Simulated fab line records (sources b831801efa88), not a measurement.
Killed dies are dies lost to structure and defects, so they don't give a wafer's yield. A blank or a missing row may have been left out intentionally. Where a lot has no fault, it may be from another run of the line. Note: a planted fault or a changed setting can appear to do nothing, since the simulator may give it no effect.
A struck lot beside a sound one / flow sfq line / 42 steps out of a route of 325
Sound: the wafers L774.2, L774.5, L774.6. Struck: wafer L784.4 (left out: L784.5, a lot-mate that was not struck); the cause follows at the end.
Per side, at each step with rows, come the tool, then ch with its chambers, and then its first start. Under that, the readings that differ: sound wafers / struck wafers / difference of the means / sigmas: that difference in standard deviations of wafers without a fault.
alike: a reading whose means differ by less than 2 such deviations, as well as words and numbers matching on both sides. not compared: withheld readings; readings where some wafer has no value; bounds like >300 that might hide an equal value; numbers whose values overlap and for which the record gives no deviation.
The two part at a step that has a row with sigmas, a row that says differs or no value, or rows on one side only. Numbers that don't overlap but have no deviation are shown without sigmas and don't part them. A reading that every wafer of one side lacks parts them only if that side has two wafers or more.

first, 6 steps without rows for these wafers: SFQ_TRILAYER_M0_LITHO_COAT_026 (resist thk 62 nm); SFQ_TRILAYER_M0_LITHO_COAT_021 (resist thk 600 nm); SFQ_TRILAYER_M0_LITHO_SOFTBAKE_025; SFQ_TRILAYER_M0_LITHO_EXPOSE_022 (exposes mask M0, target cd 500 nm); SFQ_TRILAYER_M0_LITHO_PEB_024 (peb time 60 s); SFQ_TRILAYER_M0_LITHO_DEVELOP_023 (time 60 s).
SFQ_M0_OVL_MEAS_906:
  struck on overlay-01, day 10 19:22; sound on overlay-02, day 8 08:09
  alike: M0_OVL
SFQ_TRILAYER_M0_BARC_OPEN_METAL_ETCH_031: etches BARC in O2, target depth 125 nm, time 41.7 s.
  sound on rie metal-03 ch 0,1, day 8 08:11; struck on rie metal-04 ch 0, day 10 19:24
  alike: drypump motor current A, oes product au, rf fwd power W
  not compared: rf hours counter h
then, 3 steps without rows for these wafers: SFQ_TRILAYER_M0_ETCH_METAL_ETCH_024 (etches Nb in Cl2/Ar, stops on SiO2, target depth 240 nm, time 120 s); SFQ_TRILAYER_M0_STRIP_STRIP_025 (strips in O2); SFQ_TRILAYER_M0_STRIP_SOLV_CLEAN_026 (cleans in NMP, time 600 s).
SFQ_TRILAYER_I0_DEP_PECVD_027: deposits SiO2 from SiH4/N2O, time 111.11 s, target thk 500 nm.
  sound on pecvd-04 ch 0,1, day 8 09:08; struck on pecvd-02 ch 1, day 10 20:23
  alike: heater power w, rf fwd power W, throttle valve pct
SFQ_TRILAYER_I0_CMP_CMP_028: polishes SiO2.
  sound on cmp-01 ch 0,1,2, day 8 20:25; struck on cmp-02 ch 2, day 11 05:09
reading=time to endpoint s (s); sound=226 224 216; struck=177; difference=-45; sigmas=-5
reading=model.SiO2_of_TRILAYER_I0_DEP_PECVD_027.thk nm (nm); sound=201.5 199.1 199.1; struck=249.7; difference=+49.8; sigmas=
  alike: motor current A
SFQ_I0_BOW_MEAS_907:
  struck on film metro-04, day 11 08:13; sound on film metro-04, day 8 21:56
  alike: I0_BOW
SFQ_TRILAYER_I0_METRO_MEASURE_029:
  struck on film metro-04, day 11 08:52; sound on film metro-04, day 8 22:14
reading=thk nm (nm); sound=201.6 199.3 199.2; struck=250.0; difference=+50.0; sigmas=+38
then, 6 steps without rows for these wafers: SFQ_TRILAYER_I0_VIA_LITHO_COAT_036 (resist thk 62 nm); SFQ_TRILAYER_I0_VIA_LITHO_COAT_031 (resist thk 650 nm); SFQ_TRILAYER_I0_VIA_LITHO_SOFTBAKE_035; SFQ_TRILAYER_I0_VIA_LITHO_EXPOSE_032 (exposes mask I0, target cd 500 nm); SFQ_TRILAYER_I0_VIA_LITHO_PEB_034 (peb time 60 s); SFQ_TRILAYER_I0_VIA_LITHO_DEVELOP_033 (time 60 s).
SFQ_I0_OVL_MEAS_908:
  struck on overlay-02, day 12 19:49; sound on overlay-02, day 10 11:19
  alike: I0_OVL
SFQ_TRILAYER_I0_VIA_BARC_OPEN_VIA_ETCH_046: etches BARC in O2, target depth 125 nm, time 41.7 s.
  sound on rie diel-02 ch 2,3, day 10 11:20; struck on rie diel-03 ch 1, day 12 19:50
  alike: drypump motor current A, oes product au, rf fwd power W
  not compared: rf hours counter h
SFQ_TRILAYER_I0_VIA_ETCH_VIA_ETCH_034: etches SiO2 in CHF3, stops on Nb, target depth 260 nm.
  sound on rie diel-02 ch 2,3, day 10 11:23; struck on rie diel-03 ch 1, day 12 19:53
reading=oes product au (a.u.); sound=0.855 0.850 0.848; struck=0.963; difference=+0.112; sigmas=+22
reading=model.etch.depth nm (nm); sound=201.5 199.1 199.1; struck=249.7; difference=+49.8; sigmas=
reading=model.I0.feature depth nm (nm); sound=201.5 199.1 199.1; struck=249.7; difference=+49.8; sigmas=
  alike: drypump motor current A, rf fwd power W
then, 2 steps without rows for these wafers: SFQ_TRILAYER_I0_VIA_STRIP_STRIP_035 (strips in O2); SFQ_TRILAYER_I0_VIA_STRIP_SOLV_CLEAN_036 (cleans in NMP, time 600 s).
SFQ_TRILAYER_M1_DEP_PRE_CLEAN_038: time 22.5 s.
  struck on pvd sputter-06, day 12 20:46; sound on pvd sputter-06, day 10 12:16
reading=model.SiO2_of_TRILAYER_I0_DEP_PECVD_027.thk nm (nm); sound=194 191.6 191.6; struck=242.2; difference=+49.8; sigmas=
then, 1 step without rows for these wafers: SFQ_TRILAYER_M1_DEP_SPUTTER_037 (material Nb, target thk 200 nm, time 133.3 s).
SFQ_M1_RS_MEAS_909: measurement is done with a four-point probe.
  struck on film metro-04, day 12 20:57; sound on film metro-04, day 10 12:25
  alike: M1_NB_RS
then, 6 steps without rows for these wafers: SFQ_TRILAYER_M1_LITHO_COAT_044 (resist thk 62 nm); SFQ_TRILAYER_M1_LITHO_COAT_039 (resist thk 600 nm); SFQ_TRILAYER_M1_LITHO_SOFTBAKE_043; SFQ_TRILAYER_M1_LITHO_EXPOSE_040 (exposes mask M1, target cd 500 nm); SFQ_TRILAYER_M1_LITHO_PEB_042 (peb time 60 s); SFQ_TRILAYER_M1_LITHO_DEVELOP_041 (time 60 s).
-- the record jumps here: 4 days lie between the struck wafers' starts before and after --
SFQ_M1_OVL_MEAS_911:
  struck on overlay-01, day 17 04:22; sound on overlay-01, day 14 08:19
  alike: M1_OVL
then, 1 step without rows for these wafers: SFQ_TRILAYER_M1_BARC_OPEN_METAL_ETCH_054 (etches BARC in O2, target depth 125 nm, time 41.7 s).
SFQ_TRILAYER_M1_ETCH_METAL_ETCH_042: etches Nb in Cl2/Ar, stops on SiO2, target depth 240 nm, time 120 s.
  sound on rie metal-01 ch 0,1, day 14 08:24; struck on rie metal-02 ch 0, day 17 04:29
reading=drypump motor current A (A); sound=5.0 5.0 5.6; struck=6.3; difference=+1.1; sigmas=+2
  alike: oes product au, rf fwd power W
  not compared: rf hours counter h
SFQ_TRILAYER_M1_STRIP_STRIP_043: strips in O2.
  sound on rie metal-01 ch 0,1, day 14 08:31; struck on rie metal-02 ch 0, day 17 04:46
reading=drypump motor current A (A); sound=5.0 5.0 5.6; struck=6.3; difference=+1.1; sigmas=+2
  alike: oes product au
  not compared: rf hours counter h
then, 2 steps without rows for these wafers: SFQ_TRILAYER_M1_STRIP_SOLV_CLEAN_044 (cleans in NMP, time 600 s); SFQ_TRILAYER_I1_DEP_PECVD_045 (deposits SiO2 from SiH4/N2O, time 111.11 s, target thk 500 nm).
-- the record jumps here: 71 days lie between the struck wafers' starts before and after --
SFQ_M8_BOW_MEAS_951:
  struck on film metro-03, day 88 06:56; sound on film metro-04, day 86 11:40
reading=model.etest.i0.link ohm; sound=1.962 1.98 1.931; struck=2.037; difference=+0.079; sigmas=
  alike: M8_BOW

== WHERE THEY PART ==
Last at SFQ_TRILAYER_M1_STRIP_STRIP_043 as far as this record goes, first at SFQ_TRILAYER_I0_CMP_CMP_028. Later steps at which nothing parts them and some readings are alike: SFQ_M8_BOW_MEAS_951.

WHY: whatever the simulator had introduced
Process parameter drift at SFQ_TRILAYER_I0_CMP_CMP_028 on cmp-02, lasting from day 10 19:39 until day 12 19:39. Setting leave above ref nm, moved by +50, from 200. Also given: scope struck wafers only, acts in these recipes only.
